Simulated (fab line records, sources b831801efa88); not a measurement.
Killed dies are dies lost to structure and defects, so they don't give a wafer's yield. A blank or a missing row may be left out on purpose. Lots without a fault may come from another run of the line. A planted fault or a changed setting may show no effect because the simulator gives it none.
Split-lot experiment | flow gf180mcu | 5 lots, 23 wafers read, on a route of 602 steps

THE SPLIT
At GF_M2_EXPOSE_11 (exposes mask Metal2, target cd 280 nm), the setting dose_mj was moved away from the recipe's 28 on 10 of the 23 wafers read, by -6.4% to -2.4%. The other wafers ran this setting at the recipe's value.

FROM THE SPLIT TO THE READING: what the file shows between them, 2 steps
- GF_M2_PEB_12: peb time 90 s
- GF_M2_DEVELOP_13: develop time 60 s

THE READING
cd_nm, in nm, at GF_M2_CD_MEAS_14 (target cd 280 nm). Fault-free wafers of this fab line usually give 280.2 nm, standard deviation 1.1 nm.

wafer  | tool, chamber at the split | dose_mj as run | against the recipe | cd_nm, nm | against lot-mates on the recipe
L076.2 | krf_scanner-01, 0          | 28             | recipe             | 279.3     | -
L076.3 | krf_scanner-01, 0          | 28             | recipe             | 278.5     | -
L076.4 | krf_scanner-01, 0          | 28             | recipe             | 278.3     | -
L076.5 | krf_scanner-01, 0          | 26.2           | -6.4%              | 289.6     | +10.9
L076.6 | krf_scanner-01, 0          | 26.2           | -6.4%              | 289.0     | +10.3
L079.2 | krf_scanner-02, 0          | 28             | recipe             | 279.7     | -
L079.3 | krf_scanner-02, 0          | 28             | recipe             | 279.2     | -
L079.6 | krf_scanner-02, 0          | 28             | recipe             | 279.6     | -
L082.2 | krf_scanner-01, 0          | 26.82          | -4.2%              | 286.0     | +6.4
L082.3 | krf_scanner-01, 0          | 26.82          | -4.2%              | 287.4     | +7.8
L082.4 | krf_scanner-01, 0          | 26.82          | -4.2%              | 286.8     | +7.2
L082.5 | krf_scanner-01, 0          | 28             | recipe             | 278.8     | -
L082.6 | krf_scanner-01, 0          | 28             | recipe             | 280.4     | -
L083.1 | krf_scanner-01, 0          | 28             | recipe             | 278.6     | -
L083.3 | krf_scanner-01, 0          | 28             | recipe             | 279.4     | -
L083.4 | krf_scanner-01, 0          | 27.32          | -2.4%              | 283.4     | +4.4
L083.5 | krf_scanner-01, 0          | 27.32          | -2.4%              | 282.4     | +3.4
L083.6 | krf_scanner-01, 0          | 27.32          | -2.4%              | 283.4     | +4.4
L084.1 | krf_scanner-02, 0          | 27.19          | -2.9%              | 286.3     | +4.9
L084.3 | krf_scanner-02, 0          | 28             | recipe             | 282.0     | -
L084.4 | krf_scanner-02, 0          | 28             | recipe             | 280.1     | -
L084.5 | krf_scanner-02, 0          | 28             | recipe             | 282.1     | -
L084.6 | krf_scanner-02, 0          | 27.19          | -2.9%              | 285.6     | +4.2

THE FIT
A straight line over all 23 wafers: cd_nm changes by -1.59 nm for each +1% of dose_mj; r = -0.95; the points scatter about the line by 1.1 nm.
The same after taking each lot's own level away (the mean of its wafers on the recipe; 23 wafers): -1.66 nm for each +1%; r = -0.99; scatter 0.58 nm.
On that fit, the largest move of dose_mj shifts the reading by 11 nm.
The lots' own levels span 278.70 to 281.40 nm, that is 2.5 times the standard deviation above.
So the lot-to-lot level changes the slope little: the two slopes agree.
Check: with one of the wafers moved furthest among these (-6.4%) left out of the fit, the line predicts +10.6 nm for it against its lot-mates. It came out at +10.9 nm against them.

OTHER SPLITS ON THESE WAFERS
These wafers also went through other splits before the reading. Each is held against what the fit with the lots' levels taken away leaves over:
other split on the same wafers  | wafers away from the commonest value | r with cd_nm (lot level and that fit taken away)
GF_V1_CMP_04 leave_above_ref_nm | 7                                    | +0.13
GF_V1_PEB_12 peb_temp_c         | 8                                    | +0.21
GF_M2_SPUTTER_00 time_s         | 5                                    | +0.06
GF_M2_SPUTTER_04 time_s         | 10                                   | -0.16

THE FILE'S OWN FIT
cd_nm changes by -1.66 nm for each +1% of dose_mj, r = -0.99.
